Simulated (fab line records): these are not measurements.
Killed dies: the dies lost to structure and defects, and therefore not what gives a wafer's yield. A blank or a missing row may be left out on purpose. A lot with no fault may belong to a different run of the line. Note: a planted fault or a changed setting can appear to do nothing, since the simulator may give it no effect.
What tool caused it? | flow gf180mcu | 12 lots, 36 wafers sampled, at 3 steps of a route of 602

== WHAT THE GAUGES READ, wafer by wafer ==
GF_M4_RS_MEAS_05: measurement is done with a four-point probe. Usual: M4_ALCU_RS typically reads 0.0698 ohm/sq, with standard deviation 0.00085.
lot  | measured     | on            | M4_ALCU_RS (ohm/sq)  | flag
L642 | day 22 14:36 | film_metro-04 | 0.0688 0.0692 0.0686 |
L644 | day 23 08:16 | film_metro-04 | 0.0705 0.0705 0.0712 |
L645 | day 23 18:13 | film_metro-03 | 0.0693 0.0696 0.0694 |
L646 | day 24 02:48 | film_metro-03 | 0.0696 0.0699 0.0692 |
L647 | day 24 13:32 | film_metro-02 | 0.0693 0.0698 0.0696 |
L650 | day 25 17:11 | film_metro-03 | 0.0700 0.0709 0.0700 |
L652 | day 26 09:52 | film_metro-02 | 0.0704 0.0706 0.0698 |
L656 | day 27 20:50 | film_metro-03 | 0.0700 0.0701 0.0700 |
L659 | day 28 19:13 | film_metro-03 | 0.0717 0.0713 0.0723 |
L660 | day 29 00:58 | film_metro-04 | 0.0690 0.0692 0.0692 |
L663 | day 29 17:08 | film_metro-03 | 0.0691 0.0691 0.0688 |
L664 | day 29 20:06 | film_metro-03 | 0.0692 0.0698 0.0693 |

GF_MIM_THK_MEAS_06. Usual: MIM_CVD_05_THK typically reads 42.1 nm, with standard deviation 0.52.
lot  | measured     | on            | MIM_CVD_05_THK (nm) | flag
L642 | day 24 14:00 | film_metro-01 | 42.1 41.9 42.3      |
L644 | day 25 07:25 | film_metro-03 | 43.1 42.2 42.9      |
L645 | day 25 16:37 | film_metro-03 | 41.5 41.6 42.3      |
L646 | day 26 01:42 | film_metro-03 | 41.3 41.1 42.0      |
L647 | day 26 11:02 | film_metro-03 | 41.9 41.3 42.5      |
L650 | day 27 13:33 | film_metro-01 | 41.7 42.0 41.0      |
L652 | day 28 05:09 | film_metro-01 | 41.7 42.2 42.6      |
L656 | day 29 15:07 | film_metro-01 | 42.0 41.5 42.7      |
L659 | day 30 12:02 | film_metro-03 | 41.7 41.3 42.6      |
L660 | day 30 17:07 | film_metro-04 | 41.7 42.2 42.6      |
L663 | day 31 08:28 | film_metro-01 | 42.4 41.9 42.7      |
L664 | day 31 10:55 | film_metro-01 | 41.4 41.8 42.6      |

== WHAT TOOL EACH LOT RAN ON (gives the tool, then ch and the chambers of the sampled wafers, and finally the start) ==
lot  | GF_MIM_SPUTTER_02
L642 | pvd_sputter-03, day 24 13:50
L644 | pvd_sputter-01, day 25 07:17
L645 | pvd_sputter-01, day 25 16:29
L646 | pvd_sputter-02, day 26 01:33
L647 | pvd_sputter-02, day 26 10:54
L650 | pvd_sputter-01, day 27 13:26
L652 | pvd_sputter-02, day 28 05:00
L656 | pvd_sputter-01, day 29 14:59
L659 | pvd_sputter-01, day 30 11:53
L660 | pvd_sputter-01, day 30 16:59
L663 | pvd_sputter-01, day 31 08:20
L664 | pvd_sputter-03, day 31 10:47
- GF_MIM_SPUTTER_02: material AlCu, target thk 450 nm, time 23.9 s.

== AS READ BY THE TOOLS THEMSELVES (means over the sampled wafers that have a number; for cases with no such wafer, the mark the record gives instead) ==
GF_MIM_SPUTTER_02. Usual: throttle_valve_pct 29.7 %, standard deviation 1.1.
lot  | tool           | throttle_valve_pct (%) | flag
L642 | pvd_sputter-03 | 29.3                   |
L644 | pvd_sputter-01 | 29.0                   |
L645 | pvd_sputter-01 | 29.2                   |
L646 | pvd_sputter-02 | 30.7                   |
L647 | pvd_sputter-02 | 31.1                   |
L650 | pvd_sputter-01 | 29.4                   |
L652 | pvd_sputter-02 | 30.8                   |
L656 | pvd_sputter-01 | 28.9                   |
L659 | pvd_sputter-01 | 29.5                   |
L660 | pvd_sputter-01 | 29.5                   |
L663 | pvd_sputter-01 | 29.1                   |
L664 | pvd_sputter-03 | 28.9                   |

== THE ANSWER, worked out from the rows above alone ==
Rule: lot off if the mean of its wafers having a number is beyond 3 standard deviations from the usual mean. Also off: a lot with no number at a reading for which 4 or more lots have one. The other lots that the step has rows for count as sound. Order of review: gauges by route order, followed by the tools' own readings, for which a lot's mean as printed above is used. At the first step where some lot is off, the reading lying furthest off is the one used; lots without a number count as furthest.
None of the lots is off at any reading shown; this tells nothing.

== WHAT THE SIMULATOR HAD INSERTED ==
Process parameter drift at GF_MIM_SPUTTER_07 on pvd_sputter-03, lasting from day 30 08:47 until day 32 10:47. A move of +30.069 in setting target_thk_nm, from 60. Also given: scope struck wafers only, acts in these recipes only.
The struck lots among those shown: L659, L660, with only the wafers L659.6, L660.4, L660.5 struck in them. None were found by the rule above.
